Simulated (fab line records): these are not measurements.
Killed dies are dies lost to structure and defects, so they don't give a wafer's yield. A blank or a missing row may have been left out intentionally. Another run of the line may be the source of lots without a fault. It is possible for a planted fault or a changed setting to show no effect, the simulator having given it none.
fab line records -- flow sky130
[record] lots = 6, wafers = 18, last_day = 49
route steps=708 shown LDD_HVP@285 LDD_LDN@289 PAD_OPEN@708
lots that met no fault: taken from a fault-free run of the same line
start_h: hours from the record's first day to the start of the lot's first wafer shown -- wait_h: how many hours have passed since the lot's step before this one -- " repeats the value in the row above -- L1.1+2: a row that stands for several wafers -- - no value, or no start was given -- * or withheld: withheld -- < > ~ a bound
route shown NAME@n: NAME is a module with steps in the file, n the number in the route of the first one -- usual: mean/standard deviation taken from wafers without a fault -- same: alike in all rows -- chamber/n: place in a boat -- sites: per-site readings -- _std_site: the standard deviation of these -- _edge_site: inner sites' mean taken away from outer sites' mean -- radius_mm: how far each site lies from the wafer's centre -- mask NAME#n: copy n -- behind: the most recent tool/chamber to have shaped the wafer -- hold: cause of the lot's hold/its duration in hours/its outcome -- device: transistor that didn't switch, given as n, p or np -- end of line: at the end of the route, the tests of the same wafers -- a step given without rows: its recipe and nothing more -- killed: the dies lost at the first sort to structure and to defects; this is not the yield of the wafer -- map: dies across one wafer; x = killed, . = not, _ = none there
set.NAME: the setting the step ran with; set.NAME@STEP: the setting that earlier step ran with -- model.NAME: the simulator's own value behind a step, which no gauge read
a table for each step, a row for each wafer; lots at some steps of the route
services: from which hour (start_h, from the record's first day; less than 0 if before it) a tool's chamber was out of use, for how many hours, and why
[[steps]]
[step SKY_LDD_HVP_OVL_MEAS_07]
[usual] LDD_HVP_OVL = -0.2/1.5
lot.wafer,tool,chamber,start_h,wait_h,LDD_HVP_OVL[nm]
L192.2,overlay-01,-,501.24,0.1,1.3
L192.4,overlay-01,-,501.24,0.1,1.9
L192.5,overlay-01,-,501.24,0.1,1.2
L196.1,overlay-01,-,555.88,0.1,-1.4
L196.4,overlay-01,-,555.88,0.1,1.2
L196.6,overlay-01,-,555.88,0.1,-0.7
L203.2,overlay-02,-,591.04,0.1,0.5
L203.3,overlay-02,-,591.04,0.1,-0.7
L203.4,overlay-02,-,591.04,0.1,0.2
L204.3,overlay-02,-,602.70,0.1,-1.9
L204.4,overlay-02,-,602.70,0.1,-0.3
L204.5,overlay-02,-,602.70,0.1,0.0
L211.3,overlay-01,-,668.66,0.1,-3.2
L211.4,overlay-01,-,668.66,0.1,-1.3
L211.5,overlay-01,-,668.66,0.1,-1.3
L213.1,overlay-01,-,670.12,0.1,-1.9
L213.2,overlay-01,-,670.12,0.1,-0.4
L213.4,overlay-01,-,670.12,0.1,-0.7
[step SKY_LDD_HVP_IMPLANT_08]
[recipe] species = B, energy_kev = 20, dose_cm2 = 1.7e+13, tilt_deg = 17.9
[step SKY_LDD_HVP_STRIP_09]
[recipe] chemistry = O2/N2, power_w = 1400, pressure_mtorr = 1500, platen_temp_c = withheld, o2_flow_sccm = 3000, n2_flow_sccm = 300, overash_fraction = 0.5
[usual] chamber_pressure_mTorr = 1500.0/1.4, drypump_motor_current_A = 5.7/0.5, o2_flow_sccm = 3000/9.1, oes_product_au = 0.408/0.0044, strip_time_to_endpoint_s = 4.133/0.014
lot.wafer,tool,chamber,start_h,wait_h,chamber_pressure_mTorr,drypump_motor_current_A,o2_flow_sccm,oes_product_au,rf_hours_counter_h,strip_time_to_endpoint_s
L192.2,plasma_asher-02,0,501.42,0.1,1500.2,5.7,2985,0.410,38,4.138
L192.4,plasma_asher-02,0,501.42,0.1,1501.8,5.6,2984,0.402,-,4.127
L192.5,plasma_asher-02,1,501.42,0.1,1502.5,5.3,3004,0.405,-,4.142
L196.1,plasma_asher-03,1,556.07,0.1,1500.6,5.9,2992,0.408,72,4.142
L196.4,plasma_asher-03,1,556.07,0.1,1500.5,5.9,2997,0.406,-,4.122
L196.6,plasma_asher-03,1,556.07,0.1,1499.6,5.9,2990,0.414,-,4.125
L203.2,plasma_asher-03,0,591.22,0.1,1500.2,4.9,2982,0.403,75,4.140
L203.3,plasma_asher-03,1,591.22,0.1,1501.3,5.9,3010,0.405,-,4.125
L203.4,plasma_asher-03,0,591.22,0.1,1497.3,4.9,2998,0.408,-,4.116
L204.3,plasma_asher-02,0,602.90,0.1,1501.8,5.6,3016,0.399,-,4.120
L204.4,plasma_asher-02,1,602.90,0.1,1500.6,5.3,3005,0.412,-,4.144
L204.5,plasma_asher-02,1,602.90,0.1,1498.9,5.3,2995,0.411,-,4.151
L211.3,plasma_asher-02,0,668.87,0.1,1500.8,5.6,3008,0.413,-,4.116
L211.4,plasma_asher-02,1,668.87,0.1,1500.0,5.4,2998,0.416,-,4.117
L211.5,plasma_asher-02,1,668.87,0.1,1499.6,5.4,3011,0.414,-,4.111
L213.1,plasma_asher-02,1,670.31,0.1,1498.1,5.3,3010,0.408,56,4.109
L213.2,plasma_asher-02,0,670.31,0.1,1500.4,5.6,2997,0.407,56,4.142
L213.4,plasma_asher-02,0,670.31,0.1,1498.8,5.6,2999,0.406,-,4.144
[step SKY_LDD_HVP_TW_MEAS_10]
[usual] LDD_HVP_TW = 455/3.9
lot.wafer,tool,chamber,start_h,wait_h,LDD_HVP_TW
L192.2,film_metro-01,-,501.53,0.1,462
L192.4,film_metro-01,-,501.53,0.1,460
L192.5,film_metro-01,-,501.53,0.1,460
L196.1,film_metro-04,-,556.17,0.1,452
L196.4,film_metro-04,-,556.17,0.1,451
L196.6,film_metro-04,-,556.17,0.1,452
L203.2,film_metro-04,-,591.33,0.1,451
L203.3,film_metro-04,-,591.33,0.1,450
L203.4,film_metro-04,-,591.33,0.1,449
L204.3,film_metro-04,-,602.99,0.1,454
L204.4,film_metro-04,-,602.99,0.1,453
L204.5,film_metro-04,-,602.99,0.1,454
L211.3,film_metro-04,-,668.96,0.1,452
L211.4,film_metro-04,-,668.96,0.1,448
L211.5,film_metro-04,-,668.96,0.1,454
L213.1,film_metro-04,-,670.41,0.1,449
L213.2,film_metro-04,-,670.41,0.1,452
L213.4,film_metro-04,-,670.41,0.1,455
[step SKY_LDD_LDN_DEHYDRATE_00]
[recipe] temp_c = 200, time_s = 60
[step SKY_LDD_LDN_HMDS_01]
[recipe] prime_time_s = 60, prime_temp_c = 120
[step SKY_LDD_LDN_COAT_02]
[recipe] resist = NOVOLAK, spin_rpm = 3000, resist_thk_nm = 1140
[step SKY_LDD_LDN_SOFTBAKE_03]
[recipe] temp_c = 90, time_s = 60, resist = NOVOLAK
[step SKY_LDD_LDN_EXPOSE_04]
[recipe] mask_id = LDNTM, na = 0.6, source_shape = conventional, sigma_outer = 0.6, polarization = unpolarized, target_cd_nm = 700, dose_mj = 140
[step SKY_LDD_LDN_PEB_05]
[recipe] temp_c = withheld, time_s = *, resist = NOVOLAK
[step SKY_LDD_LDN_DEVELOP_06]
[recipe] resist = NOVOLAK, developer = TMAH, develop_time_s = 60, dev_temp_c = 23
[step SKY_LDD_LDN_OVL_MEAS_07]
[usual] LDD_LDN_OVL = 0.3/1.3
lot.wafer,tool,chamber,start_h,wait_h,LDD_LDN_OVL[nm]
L192.2,overlay-02,-,531.39,0.1,1.1
L192.4,overlay-02,-,531.39,0.1,2.6
L192.5,overlay-02,-,531.39,0.1,0.7
L196.1,overlay-02,-,585.26,0.1,0.9
L196.4,overlay-02,-,585.26,0.1,1.8
L196.6,overlay-02,-,585.26,0.1,1.1
L203.2,overlay-02,-,620.71,0.1,3.1
L203.3,overlay-02,-,620.71,0.1,0.6
L203.4,overlay-02,-,620.71,0.1,-0.4
L204.3,overlay-01,-,631.83,0.1,-0.6
L204.4,overlay-01,-,631.83,0.1,0.3
L204.5,overlay-01,-,631.83,0.1,0.1
L211.3,overlay-02,-,696.95,0.1,0.5
L211.4,overlay-02,-,696.95,0.1,-0.3
L211.5,overlay-02,-,696.95,0.1,-0.7
L213.1,overlay-02,-,698.13,0.1,1.0
L213.2,overlay-02,-,698.13,0.1,0.1
L213.4,overlay-02,-,698.13,0.1,1.5
[step SKY_LDD_LDN_IMPLANT_08]
[recipe] species = As, energy_kev = 15, dose_cm2 = 1.25e+13, tilt_deg = withheld, rotation_deg = 23
[usual] dose_ions_cm2 = 1.2503e+13/1.3e+10, end_station_pressure_torr = 5.05e-06/2.9e-07, faraday_current_uA = 70.4/1.4
lot.wafer,tool,chamber,start_h,wait_h,dose_ions_cm2,end_station_pressure_torr,faraday_current_uA
L192.2,implanter-01,0,531.45,0.0,1.2496e+13,4.91e-06,70.0
L192.4,implanter-01,0,531.45,0.0,1.2519e+13,5.08e-06,70.3
L192.5,implanter-01,0,531.45,0.0,1.2525e+13,5.2e-06,72.8
L196.1,implanter-03,0,585.29,0.0,1.2526e+13,4.96e-06,71.1
L196.4,implanter-03,0,585.29,0.0,1.2492e+13,5.22e-06,70.9
L196.6,implanter-03,0,585.29,0.0,1.2488e+13,5.22e-06,71.6
L203.2,implanter-03,0,620.77,0.0,5.288e+12,5.16e-06,29.1
L203.3,implanter-03,0,620.77,0.0,5.293e+12,5.37e-06,30.3
L203.4,implanter-03,0,620.77,0.0,5.276e+12,5.49e-06,30.0
L204.3,implanter-03,0,631.91,0.1,5.304e+12,5.33e-06,30.1
L204.4,implanter-03,0,631.91,0.1,5.307e+12,5.31e-06,30.2
L204.5,implanter-03,0,631.91,0.1,5.303e+12,4.93e-06,28.7
L211.3,implanter-04,0,697.02,0.1,1.2494e+13,5.22e-06,69.5
L211.4,implanter-04,0,697.02,0.1,1.2494e+13,5.84e-06,73.3
L211.5,implanter-04,0,697.02,0.1,1.2503e+13,4.66e-06,69.8
L213.1,implanter-04,0,698.17,0.0,1.2521e+13,5e-06,68.8
L213.2,implanter-04,0,698.17,0.0,1.2516e+13,5.24e-06,70.6
L213.4,implanter-04,0,698.17,0.0,1.2526e+13,5.18e-06,70.5
[step SKY_LDD_LDN_IMPLANT_09]
[recipe] species = As, energy_kev = 15, dose_cm2 = 1.262e+13, tilt_deg = withheld, rotation_deg = 113
[step SKY_LDD_LDN_IMPLANT_10]
[recipe] species = As, energy_kev = 15, dose_cm2 = 1.25e+13, tilt_deg = withheld, rotation_deg = 203
[step SKY_LDD_LDN_IMPLANT_11]
[recipe] species = As, energy_kev = 15, dose_cm2 = 1.25e+13, tilt_deg = withheld, rotation_deg = 293
[step SKY_LDD_LDN_STRIP_12]
[recipe] chemistry = O2/N2, power_w = 1400, pressure_mtorr = 1500, platen_temp_c = withheld, o2_flow_sccm = 3000, n2_flow_sccm = 300, overash_fraction = 0.5
[usual] chamber_pressure_mTorr = 1500.0/1.4, drypump_motor_current_A = 5.4/0.44, o2_flow_sccm = 2999/8.7, oes_product_au = 0.715/0.0042, strip_time_to_endpoint_s = 14.15/0.049
lot.wafer,tool,chamber,start_h,wait_h,chamber_pressure_mTorr,drypump_motor_current_A,o2_flow_sccm,oes_product_au,rf_hours_counter_h,strip_time_to_endpoint_s
L192.2,plasma_asher-04,1,532.02,0.1,1500.1,4.9,3010,0.716,86,14.21
L192.4,plasma_asher-04,1,532.02,0.1,1499.2,4.9,3017,0.724,-,14.20
L192.5,plasma_asher-04,1,532.02,0.1,1502.3,4.9,3009,0.721,-,14.15
L196.1,plasma_asher-04,0,585.89,0.1,1501.2,6.0,3007,0.724,90,14.12
L196.4,plasma_asher-04,1,585.89,0.1,1499.2,4.9,3000,0.713,-,14.14
L196.6,plasma_asher-04,0,585.89,0.1,1501.9,6.0,3002,0.717,-,14.13
L203.2,plasma_asher-03,1,621.34,0.1,1499.5,5.9,3005,0.718,79,14.12
L203.3,plasma_asher-03,0,621.34,0.1,1500.0,4.9,3000,0.720,-,14.17
L203.4,plasma_asher-03,1,621.34,0.1,1498.3,5.9,2991,0.716,-,14.18
L204.3,plasma_asher-03,1,632.49,0.1,1500.7,5.9,2992,0.719,-,14.15
L204.4,plasma_asher-03,0,632.49,0.1,1498.9,4.9,3009,0.708,-,14.12
L204.5,plasma_asher-03,1,632.49,0.1,1497.7,5.9,2995,0.717,-,14.13
L211.3,plasma_asher-02,1,697.60,0.1,1499.5,5.3,2991,0.717,-,14.16
L211.4,plasma_asher-02,0,697.60,0.1,1498.8,5.6,3005,0.711,-,14.12
L211.5,plasma_asher-02,1,697.60,0.1,1500.8,5.3,2999,0.710,-,14.14
L213.1,plasma_asher-04,0,698.77,0.1,1499.2,6.0,3004,0.709,99,14.16
L213.2,plasma_asher-04,1,698.77,0.1,1499.9,4.9,2993,0.720,99,14.16
L213.4,plasma_asher-04,0,698.77,0.1,1499.5,6.0,3011,0.717,-,14.20
[step SKY_LDD_LDN_TW_MEAS_13]
[usual] LDD_LDN_TW = 1473/12
lot.wafer,tool,chamber,start_h,wait_h,LDD_LDN_TW
L192.2,film_metro-04,-,532.13,0.1,1469
L192.4,film_metro-04,-,532.13,0.1,1456
L192.5,film_metro-04,-,532.13,0.1,1473
L196.1,film_metro-01,-,585.99,0.1,1495
L196.4,film_metro-01,-,585.99,0.1,1483
L196.6,film_metro-01,-,585.99,0.1,1490
L203.2,film_metro-03,-,621.45,0.1,1412
L203.3,film_metro-03,-,621.45,0.1,1407
L203.4,film_metro-03,-,621.45,0.1,1407
L204.3,film_metro-01,-,632.58,0.1,1422
L204.4,film_metro-01,-,632.58,0.1,1421
L204.5,film_metro-01,-,632.58,0.1,1421
L211.3,film_metro-03,-,697.69,0.1,1481
L211.4,film_metro-03,-,697.69,0.1,1477
L211.5,film_metro-03,-,697.69,0.1,1469
L213.1,film_metro-04,-,698.87,0.1,1459
L213.2,film_metro-04,-,698.87,0.1,1460
L213.4,film_metro-04,-,698.87,0.1,1463
[step SKY_LDD_LDN_CLEAN_14]
[recipe] chemistry = SC1/SC2, mix = 1:4:20, temp_c = 70, time_s = 150, dry = n2_spin
[step SKY_PAD_OPEN_PROBE_99]
[usual] killed_at_M0_to_M3 = 44/6.8, killed_at_M4_up = 3.1/1.9, killed_at_contacts = 25/5.9, killed_at_front_end = 15/4.3, killed_at_other = 0.2/0.51, killed_dies = 87/11, killed_open = 47/7.9, killed_short = 39/6.4
[same] gross_dies = 492, killed_at_back_side = 0
lot.wafer,tool,chamber,start_h,wait_h,killed_at_M0_to_M3,killed_at_M4_up,killed_at_contacts,killed_at_front_end,killed_at_other,killed_dies,killed_open,killed_short,model.etest.tip_sonos.rs_ohm_sq
L192.2,prober-02,-,1081.38,0.1,45,2,23,16,0,86,49,37,2729
L192.4,prober-02,-,1081.48,0.2,50,3,23,20,0,96,57,39,2720
L192.5,prober-02,-,1081.53,0.2,49,0,26,23,0,98,55,43,2725
L196.1,prober-01,-,1117.60,0.1,49,3,31,16,0,99,51,48,2602
L196.4,prober-01,-,1117.75,0.2,44,1,17,17,0,79,44,35,2546
L196.6,prober-01,-,1117.85,0.2,48,8,27,15,0,98,50,48,2536
L203.2,prober-02,-,1141.64,0.1,39,1,39,20,0,99,65,34,2774
L203.3,prober-02,-,1141.69,0.2,38,2,23,21,0,84,52,32,2794
L203.4,prober-02,-,1141.74,0.2,38,0,24,18,0,80,43,37,2780
L204.3,prober-01,-,1145.14,0.2,35,3,24,11,1,74,41,33,2936
L204.4,prober-01,-,1145.19,0.2,35,4,26,11,0,76,41,35,2938
L204.5,prober-01,-,1145.24,0.2,33,2,19,15,0,69,39,30,2910
L211.3,prober-01,-,1186.37,0.2,32,1,24,21,0,78,39,39,2564
L211.4,prober-01,-,1186.42,0.2,45,4,23,9,0,81,41,40,2612
L211.5,prober-01,-,1186.47,0.2,47,4,17,10,0,78,52,26,2630
L213.1,prober-02,-,1187.77,0.1,49,6,17,24,0,96,49,47,2576
L213.2,prober-02,-,1187.82,0.1,46,6,25,11,0,88,51,37,2634
L213.4,prober-02,-,1187.92,0.2,48,1,38,19,0,106,67,39,2624
// killed by level:class
L192.2 VIA1:geometric_particle:open=12 CONTACT:geometric_particle:open=9 LI_CONTACT:geometric_particle:open=7 METAL2:geometric_particle:short=7 VIA2:geometric_particle:open=6 FIELD_ISO:geometric_particle:short=5 FIELD_ISO:geometric_particle:open=5 METAL3:geometric_particle:short=5
L192.4 VIA1:geometric_particle:open=12 VIA2:geometric_particle:open=11 CONTACT:geometric_particle:open=8 FIELD_ISO:geometric_particle:open=5 CONTACT:geometric_particle:short=5 VIA3:geometric_particle:open=5 POLY_GATE:geometric_particle:short=4 LI_CONTACT:geometric_particle:open=4
L192.5 VIA1:geometric_particle:open=18 LI_CONTACT:geometric_particle:open=11 METAL1:geometric_particle:short=8 POLY_GATE:geometric_particle:short=6 VIA2:geometric_particle:open=5 CONTACT:geometric_particle:short=5 METAL2:geometric_particle:short=5 FIELD_ISO:geometric_particle:open=4
L196.1 METAL2:geometric_particle:short=12 CONTACT:geometric_particle:open=10 POLY_GATE:geometric_particle:open=8 VIA2:geometric_particle:open=7 LOCAL_INTERCONNECT:geometric_particle:short=6 CONTACT:geometric_particle:short=6 LI_CONTACT:geometric_particle:open=5 VIA1:geometric_particle:open=5
L196.4 VIA3:geometric_particle:open=11 VIA1:geometric_particle:open=8 VIA2:geometric_particle:open=8 CONTACT:geometric_particle:open=5 FIELD_ISO:geometric_particle:short=4 POLY_CUT:geometric_particle:short=4 LI_CONTACT:geometric_particle:open=4 METAL1:geometric_particle:short=4
L196.6 VIA2:geometric_particle:open=13 CONTACT:geometric_particle:open=10 VIA1:geometric_particle:open=9 METAL4:geometric_particle:short=8 LI_CONTACT:geometric_particle:open=6 CONTACT:geometric_particle:short=6 VIA3:geometric_particle:open=6 VIA1:geometric_particle:short=5
L203.2 LI_CONTACT:geometric_particle:open=12 CONTACT:geometric_particle:open=12 VIA3:geometric_particle:open=8 VIA2:geometric_particle:open=7 FIELD_ISO:geometric_particle:open=6 POLY_GATE:geometric_particle:open=6 LI_CONTACT:geometric_particle:short=5 LOCAL_INTERCONNECT:geometric_particle:short=5
L203.3 CONTACT:geometric_particle:open=9 FIELD_ISO:geometric_particle:short=8 VIA3:geometric_particle:open=8 LI_CONTACT:geometric_particle:open=6 VIA2:geometric_particle:open=6 VIA1:geometric_particle:open=6 FIELD_ISO:geometric_particle:open=4 POLY_GATE:geometric_particle:open=4
L203.4 CONTACT:geometric_particle:open=13 LI_CONTACT:geometric_particle:open=8 VIA1:geometric_particle:open=8 FIELD_ISO:geometric_particle:short=6 METAL2:geometric_particle:short=6 VIA3:geometric_particle:open=5 VIA1:geometric_particle:short=5 POLY_GATE:geometric_particle:short=4
L204.3 CONTACT:geometric_particle:open=8 LI_CONTACT:geometric_particle:open=7 VIA1:geometric_particle:open=7 VIA2:geometric_particle:open=5 POLY_GATE:geometric_particle:open=4 CONTACT:geometric_particle:short=4 METAL1:geometric_particle:short=4 VIA3:geometric_particle:short=4
L204.4 VIA1:geometric_particle:short=13 CONTACT:geometric_particle:open=12 VIA1:geometric_particle:open=11 LI_CONTACT:geometric_particle:open=5 LOCAL_INTERCONNECT:geometric_particle:short=5 POLY_GATE:geometric_particle:open=3 METAL4:geometric_particle:short=3 FIELD_ISO:geometric_particle:open=2
L204.5 VIA2:geometric_particle:open=9 LI_CONTACT:geometric_particle:open=7 VIA1:geometric_particle:open=6 VIA3:geometric_particle:open=6 POLY_GATE:geometric_particle:short=5 CONTACT:geometric_particle:open=4 VIA2:geometric_particle:short=4 LI_CONTACT:geometric_particle:short=3
L211.3 CONTACT:geometric_particle:open=10 LI_CONTACT:geometric_particle:open=6 VIA1:geometric_particle:open=6 POLY_GATE:geometric_particle:open=5 POLY_GATE:geometric_particle:short=5 METAL2:geometric_particle:short=5 VIA1:geometric_particle:short=5 VIA2:geometric_particle:short=5
L211.4 CONTACT:geometric_particle:open=12 VIA3:geometric_particle:open=7 METAL2:geometric_particle:short=6 METAL1:geometric_particle:short=6 VIA2:geometric_particle:open=6 VIA1:geometric_particle:short=6 CONTACT:geometric_particle:short=5 VIA1:geometric_particle:open=5
L211.5 VIA1:geometric_particle:open=13 CONTACT:geometric_particle:open=10 VIA2:geometric_particle:open=9 VIA3:geometric_particle:open=8 METAL2:geometric_particle:short=4 FIELD_ISO:geometric_particle:open=3 LOCAL_INTERCONNECT:geometric_particle:short=3 VIA1:geometric_particle:short=3
L213.1 METAL2:geometric_particle:short=13 VIA1:geometric_particle:open=11 FIELD_ISO:geometric_particle:short=9 CONTACT:geometric_particle:open=8 VIA2:geometric_particle:open=6 VIA3:geometric_particle:open=6 METAL4:geometric_particle:short=6 CONTACT:geometric_particle:short=4
L213.2 VIA1:geometric_particle:open=15 CONTACT:geometric_particle:open=13 METAL2:geometric_particle:short=8 LI_CONTACT:geometric_particle:open=6 VIA2:geometric_particle:open=6 METAL1:geometric_particle:short=5 POLY_GATE:geometric_particle:short=4 METAL4:geometric_particle:short=4
L213.4 CONTACT:geometric_particle:open=17 VIA1:geometric_particle:open=14 FIELD_ISO:geometric_particle:open=9 VIA1:geometric_particle:short=8 METAL2:geometric_particle:short=8 LI_CONTACT:geometric_particle:open=7 CONTACT:geometric_particle:short=6 VIA3:geometric_particle:open=5
[[services]]
tool,chamber,start_h,hours,kind
implanter-01,-,488.37,4.7,pm
implanter-01,-,532.72,2.0,repair
implanter-04,-,547.01,2.6,repair
plasma_asher-04,-,567.57,12.9,repair
implanter-03,-,568.91,6.6,pm
plasma_asher-04,-,613.68,9.7,repair
plasma_asher-04,-,628.50,15.2,repair
implanter-01,-,687.42,2.7,repair
implanter-01,-,690.13,27.0,pm
[[key]]
[first_sign] step = SKY_LDD_LDN_IMPLANT_08, reading = dose_ions_cm2, direction = down, sigmas = 99+, usual = *, struck = *
[effect] step = SKY_LDD_LDN_IMPLANT_08, reading = faraday_current_uA, direction = down, sigmas = 30, usual = 70.4, struck = 29.7
[effect] step = SKY_LDD_LDN_TW_MEAS_13, reading = LDD_LDN_TW, direction = down, sigmas = 5, usual = 1473, struck = 1415
[model_effect] step = SKY_PAD_OPEN_PROBE_99, value = etest.tip_sonos.rs_ohm_sq, without = 2645, struck = 2856
met_at SKY_LDD_LDN_IMPLANT_08
struck_wafers L203.2,L203.3,L203.4,L204.3,L204.4,L204.5
tester_left_out L203,L204
onset_between 585.29 620.77
[fault] kind = process_parameter_drift, tool = implanter-03, chamber = -, onset_h = 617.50, steps = SKY_LDD_LDN_IMPLANT_08, channel = dose_cm2, offset = *, shape = step, end_h = 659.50, acts_in = *, stated = *
// tester_left_out: of these lots the tester's yield and bins aren't shown, on N5 and GAA mostly nor the transistor test; their killed dies are dies lost to structure and defects alone, not to doping, threshold or leakage, so they don't give the yield
